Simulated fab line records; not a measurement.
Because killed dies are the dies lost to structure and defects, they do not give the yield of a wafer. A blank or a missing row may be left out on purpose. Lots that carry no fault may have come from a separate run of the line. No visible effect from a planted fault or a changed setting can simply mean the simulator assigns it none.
Comparing a struck lot with a sound one + flow sky130 + 44 steps out of a route of 708
Sound: wafers L790.1, L790.2, L790.6. Wafers struck: L801.3, L801.5, L801.6. The cause is given at the end.
For every step that has rows: the tool of each side, followed by ch and its chambers, followed by its first start. Under that, the readings that differ: sound wafers + struck wafers + difference of the means + sigmas: that difference in standard deviations of wafers without a fault.
alike: words and numbers the same on both sides, and readings whose means are apart by under 2 such deviations; not compared: readings that were withheld, readings missing a value for some wafer, numbers with overlapping values and no deviation given by the record, and bounds like >300 which may hide the same value.
The two part at a step that has a row with sigmas, a row that says differs or no value, or rows on one side only. Numbers that have no deviation but don't overlap get no sigmas and don't part them. A reading that every wafer of one side lacks parts them only if that side has two wafers or more.

first, 1 step without rows for these wafers: SKY_SONOS_TUNNEL_DEVELOP_06 (develop time 60 s).
SKY_SONOS_TUNNEL_CD_MEAS_07: target cd 410 nm.
  sound on cd sem-02, day 12 15:01; struck on cd sem-02, day 16 00:20
  alike: cd nm
SKY_SONOS_TUNNEL_OVL_MEAS_08:
  sound on overlay-02, day 12 15:08; struck on overlay-02, day 16 00:26
  alike: SONOS_TUNNEL_OVL
then, 3 steps without rows for these wafers: SKY_SONOS_TUNNEL_IMPLANT_09; SKY_SONOS_TUNNEL_WET_ETCH_10 (etches SiO2 in dHF, target depth 14 nm, time 280 s); SKY_SONOS_TUNNEL_STRIP_11 (strips in SPM, time 600 s).
SKY_SONOS_TUNNEL_TW_MEAS_12:
  sound on film metro-03, day 12 15:35; struck on film metro-03, day 16 00:53
  alike: SONOS_TUNNEL_TW
then, 2 steps without rows for these wafers: SKY_SONOS_TUNNEL_CLEAN_13 (cleans in dHF, time 20 s); SKY_SONOS_ONO_OXIDATION_00 (stabilise 600 s, purge 300 s, target thk 2.6 nm).
SKY_SONOS_ONO_THK_MEAS_01:
  sound on film metro-03, day 12 18:03; struck on film metro-01, day 16 05:10
| reading                      | sound          | struck         | difference | sigmas |
|------------------------------|----------------|----------------|------------|--------|
| SONOS_ONO_OXIDATION_THK (nm) | 2.58 2.67 2.60 | 2.47 2.54 2.52 | -0.11      | -2     |
then, 1 step without rows for these wafers: SKY_SONOS_ONO_CVD_02 (deposits Si3N4 from DCS/NH3, target thk 10.5 nm, time 180 s).
SKY_SONOS_ONO_THK_MEAS_03:
  sound on film metro-03, day 12 19:10; struck on film metro-01, day 16 06:17
  alike: SONOS_ONO_CVD_02_THK
SKY_SONOS_ONO_CVD_04: deposits SiO2 from SiH4/N2O, target thk 5.7199 nm.
  sound on lpcvd-03 ch 0, day 12 19:13; struck on lpcvd-03 ch 0, day 16 06:19
| reading                                    | sound             | struck            | difference | sigmas |
|--------------------------------------------|-------------------|-------------------|------------|--------|
| model.SiO2_of_SONOS_ONO_CVD_04.thk nm (nm) | 5.767 5.773 5.792 | 6.401 6.447 6.374 | +0.630     |        |
  alike: pressure mtorr
SKY_SONOS_ONO_THK_MEAS_05:
  sound on film metro-03, day 12 20:28; struck on film metro-01, day 16 07:37
| reading                   | sound          | struck         | difference | sigmas |
|---------------------------|----------------|----------------|------------|--------|
| SONOS_ONO_CVD_04_THK (nm) | 5.73 5.74 5.81 | 6.45 6.46 6.40 | +0.68      | +8     |
then, 7 steps without rows for these wafers: SKY_SONOS_ONO_DEHYDRATE_06 (time 60 s); SKY_SONOS_ONO_HMDS_07 (prime time 60 s); SKY_SONOS_ONO_COAT_08 (resist thk 1140 nm); SKY_SONOS_ONO_SOFTBAKE_09 (time 60 s); SKY_SONOS_ONO_EXPOSE_10 (exposes mask ONOM, target cd 410 nm); SKY_SONOS_ONO_PEB_11; SKY_SONOS_ONO_DEVELOP_12 (develop time 60 s).
SKY_SONOS_ONO_CD_MEAS_13: target cd 410 nm.
  sound on cd sem-02, day 13 21:38; struck on cd sem-01, day 17 11:32
  alike: cd nm
SKY_SONOS_ONO_OVL_MEAS_14:
  sound on overlay-02, day 13 21:46; struck on overlay-01, day 17 11:37
  alike: SONOS_ONO_OVL
SKY_SONOS_ONO_ETCH_15: etches the open film in CHF3/O2, target depth 19.52 nm, time 7.8 s.
  sound on rie diel-01 ch 0,1,3, day 13 21:47; struck on rie diel-02 ch 1,2,3, day 17 11:38
  alike: drypump motor current A, oes product au, throttle valve pct
  not compared: rf hours counter h
then, 1 step without rows for these wafers: SKY_SONOS_ONO_WET_ETCH_16 (etches SiO2 in dHF, target depth 14 nm, time 280 s).
SKY_SONOS_ONO_STRIP_17: strips in O2/N2.
  sound on plasma asher-01 ch 0,1, day 13 21:54; struck on plasma asher-01 ch 0,1, day 17 11:47
  alike: drypump motor current A, o2 flow sccm, oes product au, strip time to endpoint s
  not compared: rf hours counter h
then, 3 steps without rows for these wafers: SKY_SONOS_ONO_WET_ETCH_18 (etches Si3N4 in H3PO4, target depth 15 nm, time 172 s); SKY_GATE_OXIDE_CLEAN_00 (cleans in SC1/SC2, time 150 s); SKY_GATE_OXIDE_OXIDATION_01 (stabilise 600 s, purge 300 s, target thk 10.268 nm).
SKY_GATE_OXIDE_THK_MEAS_02:
  sound on film metro-04, day 13 23:31; struck on film metro-01, day 17 15:50
  alike: GATE_OXIDE_OXIDATION_00_THK
then, 7 steps without rows for these wafers: SKY_GATE_OXIDE_DEHYDRATE_03 (time 60 s); SKY_GATE_OXIDE_HMDS_04 (prime time 60 s); SKY_GATE_OXIDE_COAT_05 (resist thk 1140 nm); SKY_GATE_OXIDE_SOFTBAKE_06 (time 60 s); SKY_GATE_OXIDE_EXPOSE_07 (exposes mask LVOM, target cd 600 nm); SKY_GATE_OXIDE_PEB_08; SKY_GATE_OXIDE_DEVELOP_09 (develop time 60 s).
SKY_GATE_OXIDE_OVL_MEAS_10:
  sound on overlay-02, day 15 01:30; struck on overlay-02, day 18 21:09
  alike: GATE_OXIDE_OVL
then, 2 steps without rows for these wafers: SKY_GATE_OXIDE_IMPLANT_11; SKY_GATE_OXIDE_WET_ETCH_12 (etches SiO2 in dHF, target depth 16.8 nm, time 336 s).
SKY_GATE_OXIDE_STRIP_13: strips in O2/N2.
  sound on plasma asher-04 ch 0,1, day 15 01:47; struck on plasma asher-01 ch 0,1, day 18 21:28
  alike: drypump motor current A, o2 flow sccm, oes product au, strip time to endpoint s
  not compared: rf hours counter h
SKY_GATE_OXIDE_TW_MEAS_14:
  sound on film metro-04, day 15 01:53; struck on film metro-04, day 18 21:32
  alike: GATE_OXIDE_TW
SKY_GATE_OXIDE_CLEAN_15: cleans in SC1/SC2, time 150 s.
  sound on wet bench-04 ch 3, day 15 01:57; struck on wet bench-04 ch 0, day 18 21:35
| reading                                    | sound            | struck            | difference | sigmas |
|--------------------------------------------|------------------|-------------------|------------|--------|
| model.SiO2_of_SONOS_ONO_CVD_04.thk nm (nm) | 4.255 4.258 4.28 | 4.875 4.921 4.849 | +0.617     |        |
-- record jumps: 30 days separate the struck wafers' starts on either side; left off in module GATE_OXIDE, taken up again in module PAD_OPEN, whose first shown step is the route's number 708 --
SKY_PAD_OPEN_PROBE_99:
  sound on prober-02, day 46 15:05; struck on prober-02, day 49 08:31
| reading                                     | sound                | struck               | difference | sigmas |
|---------------------------------------------|----------------------|----------------------|------------|--------|
| killed_at_M0_to_M3                          | 49 49 43             | 40 35 17             | -16        | -2     |
| killed dies                                 | 89 97 84             | 79 72 57             | -21        | -2     |
| model.etest.cap ono.gate log10 a cm2        | -8.006 -8.021 -7.987 | -8.728 -8.895 -8.701 | -0.770     |        |
| model.etest.cap ono.gate bv v (V)           | 16.18 16.52 15.92    | 16.91 17.33 17.08    | +0.90      |        |
| model.etest.cap ono.tox acc nm (nm)         | 12.94 12.91 12.91    | 13.5 13.68 13.48     | +0.6       |        |
| model.etest.sonos programmed.off log10 a um | -13.88 -14.02 -13.85 | -13.67 -13.76 -13.65 | +0.22      |        |
| model.etest.sonos programmed.vt v (V)       | 1.443 1.419 1.432    | 1.04 1.034 1.129     | -0.36      |        |
| model.etest.sonos erased.vt v (V)           | -2.216 -2.265 -2.279 | -2.017 -1.905 -1.988 | +0.283     |        |
| model.etest.sonos baked.vt v (V)            | 0.9885 0.9791 0.9129 | 0.6543 0.6365 0.6586 | -0.3104    |        |
  alike: killed_at_M4_up, killed at contacts, killed at front end, killed at other, killed open, killed short
  not compared: model.etest.sonos erased.drive ua um

== WHERE THEY PART ==
First at SKY_SONOS_ONO_THK_MEAS_01; last, within this record, at SKY_PAD_OPEN_PROBE_99.

WHY: what the simulator had put in
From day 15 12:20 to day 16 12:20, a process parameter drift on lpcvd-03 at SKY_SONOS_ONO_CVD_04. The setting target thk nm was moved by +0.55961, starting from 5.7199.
